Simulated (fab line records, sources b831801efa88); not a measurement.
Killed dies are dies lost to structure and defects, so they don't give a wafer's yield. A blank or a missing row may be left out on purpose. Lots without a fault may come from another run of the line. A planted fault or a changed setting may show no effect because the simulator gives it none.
Split-lot experiment | flow sky130 | 5 lots, 23 wafers read, on a route of 708 steps

THE SPLIT
At SKY_PWDE_IMPLANT_08, the setting energy_kev was moved away from the recipe's 150 on 8 of the 23 wafers read, by -4.2% to +4.3%. The other wafers ran this setting at the recipe's value.

The reading is taken at the split's own step.

THE READING
implant.drp_nm (the simulator's own value, which no gauge read), in nm, at SKY_PWDE_IMPLANT_08. The file gives no usual value for it.

wafer  | tool, chamber at the split | energy_kev as run | against the recipe | implant.drp_nm, nm | against lot-mates on the recipe
L076.1 | implanter-02, 0            | 150               | recipe             | 97.97              | -
L076.2 | implanter-02, 0            | 150               | recipe             | 97.97              | -
L076.4 | implanter-02, 0            | 150               | recipe             | 97.97              | -
L076.5 | implanter-02, 0            | 150               | recipe             | 97.97              | -
L076.6 | implanter-02, 0            | 150               | recipe             | 97.97              | -
L079.1 | implanter-02, 0            | 150               | recipe             | 97.97              | -
L079.5 | implanter-02, 0            | 150               | recipe             | 97.97              | -
L079.3 | implanter-02, 0            | 143.7             | -4.2%              | 96.4               | -1.57
L079.4 | implanter-02, 0            | 143.7             | -4.2%              | 96.4               | -1.57
L079.6 | implanter-02, 0            | 143.7             | -4.2%              | 96.4               | -1.57
L080.2 | implanter-04, 0            | 156.4             | +4.3%              | 99.69              | +1.72
L080.3 | implanter-04, 0            | 156.4             | +4.3%              | 99.69              | +1.72
L080.6 | implanter-04, 0            | 156.4             | +4.3%              | 99.69              | +1.72
L080.4 | implanter-04, 0            | 150               | recipe             | 97.97              | -
L080.5 | implanter-04, 0            | 150               | recipe             | 97.97              | -
L083.1 | implanter-04, 0            | 152.3             | +1.5%              | 98.57              | +0.60
L083.3 | implanter-04, 0            | 152.3             | +1.5%              | 98.57              | +0.60
L083.4 | implanter-04, 0            | 150               | recipe             | 97.97              | -
L083.5 | implanter-04, 0            | 150               | recipe             | 97.97              | -
L083.6 | implanter-04, 0            | 150               | recipe             | 97.97              | -
L084.3 | implanter-04, 0            | 150               | recipe             | 97.97              | -
L084.4 | implanter-04, 0            | 150               | recipe             | 97.97              | -
L084.6 | implanter-04, 0            | 150               | recipe             | 97.97              | -

THE FIT
A straight line over all 23 wafers: implant.drp_nm changes by +0.388 nm for each +1% of energy_kev; r = +1.00; the points scatter about the line by 0.028 nm.
The same after taking each lot's own level away (the mean of its wafers on the recipe; 23 wafers): +0.388 nm for each +1%; r = +1.00; scatter 0.028 nm.
On that fit, the largest move of energy_kev shifts the reading by 1.7 nm.
The lots' own levels span 97.970 to 97.970 nm.
So the lot-to-lot level changes the slope little: the two slopes agree.
Check: with one of the wafers moved furthest among these (+4.3%) left out of the fit, the line predicts +1.66 nm for it against its lot-mates. It came out at +1.72 nm against them.

OTHER SPLITS ON THESE WAFERS
These wafers also went through other splits before the reading. Each is held against what the fit with the lots' levels taken away leaves over:
other split on the same wafers  | wafers away from the commonest value | r with implant.drp_nm (lot level and that fit taken away)
SKY_FIELD_ISO_EXPOSE_10 dose_mj | 11                                   | -0.20
SKY_FIELD_ISO_ETCH_17 icp_w     | 6                                    | -0.15

THE WHOLE CHAIN: every reading that the file lists as answering this split, in the file's order
step                | what it does | reading                                                         | change (the file's fit)               | r (the file's)
SKY_PWDE_IMPLANT_08 |              | implant.rp_nm (the simulator's own value, which no gauge read)  | +3.36 nm for each +1% of the setting  | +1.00
SKY_PWDE_IMPLANT_08 |              | implant.drp_nm (the simulator's own value, which no gauge read) | +0.389 nm for each +1% of the setting | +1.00

THE FILE'S OWN FIT
implant.drp_nm changes by +0.389 nm for each +1% of energy_kev, r = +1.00.
